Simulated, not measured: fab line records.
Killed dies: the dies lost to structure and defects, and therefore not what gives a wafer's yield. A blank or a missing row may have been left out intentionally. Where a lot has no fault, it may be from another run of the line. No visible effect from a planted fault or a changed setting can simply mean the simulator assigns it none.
A struck lot beside a sound one | flow gf180mcu | 14 steps out of a route of 602
Sound: the wafers L131.1, L131.3, L131.5. Wafers L139.1, L139.4, L139.5 were the ones struck. At the end, the cause is stated.
At each step with rows: each side's tool, then ch and its chambers, then its first start. Under that, the readings that differ: sound wafers | struck wafers | difference of the means | sigmas: that difference in standard deviations of wafers without a fault.
alike: same words and numbers on both sides, and readings whose means sit less than 2 such deviations apart. not compared: any withheld reading, any reading some wafer has no value for, any bound like >300 that may hide the same value, and any number with overlapping values for which the record gives no deviation.
The two part at a step that has a row with sigmas, a row that says differs or no value, or rows on one side only. Numbers that don't overlap but have no deviation are shown without sigmas and don't part them. A reading missing from all wafers of one side parts the sides only when that side holds two or more wafers.

first, 2 steps without rows for these wafers: GF_M3_CLEAN_19 (cleans in DIW); GF_V3_CVD_00 (deposits SiO2, target thk 600 nm, time 100 s).
GF_V3_THK_MEAS_01:
  sound on film metro-04, day 22 11:31; struck on film metro-02, day 25 21:04
  reading            | sound       | struck      | difference | sigmas
  V3_CVD_00_THK (nm) | 575 567 573 | 588 585 587 | +15        | +2
GF_V3_CVD_02: deposits SiO2 from TEOS, target thk 850 nm, time 94.851 s.
  sound on pecvd-04 ch 0,1, day 22 11:35; struck on pecvd-03 ch 1,2, day 25 21:07
  alike: heater power w
GF_V3_THK_MEAS_03:
  sound on film metro-02, day 22 11:39; struck on film metro-04, day 25 21:11
  alike: V3_CVD_02_THK
GF_V3_CMP_04: polishes SiO2.
  sound on cmp-01 ch 0,2, day 22 11:43; struck on cmp-01 ch 1,2, day 25 21:14
  alike: edge zone pressure frac, motor current A, slurry flow ml min, time to endpoint s
GF_V3_BOW_MEAS_05:
  sound on film metro-02, day 22 12:01; struck on film metro-02, day 25 21:32
  alike: V3_BOW
then, 5 steps without rows for these wafers: GF_V3_DEHYDRATE_06 (time 60 s); GF_V3_HMDS_07 (prime time 60 s); GF_V3_COAT_08; GF_V3_COAT_09 (resist thk 1000 nm); GF_V3_SOFTBAKE_10 (time 60 s).
GF_V3_EXPOSE_11: exposes mask Via3, target cd 260 nm.
  sound on krf scanner-02 ch 0, day 22 23:10; struck on krf scanner-01, day 26 08:07
  no value came back on the struck wafers for exposure dose mJ cm2, focus offset nm (nm), na; on the sound wafers exposure dose mJ cm2 reads 37.96 38.03 37.97
  alike: mask
then, 1 step without rows for these wafers: GF_V3_PEB_12 (peb time 90 s).

WHERE THEY PART
At GF_V3_THK_MEAS_01 first; at GF_V3_EXPOSE_11 last (within this record only).

WHY: what had been put in by the simulator
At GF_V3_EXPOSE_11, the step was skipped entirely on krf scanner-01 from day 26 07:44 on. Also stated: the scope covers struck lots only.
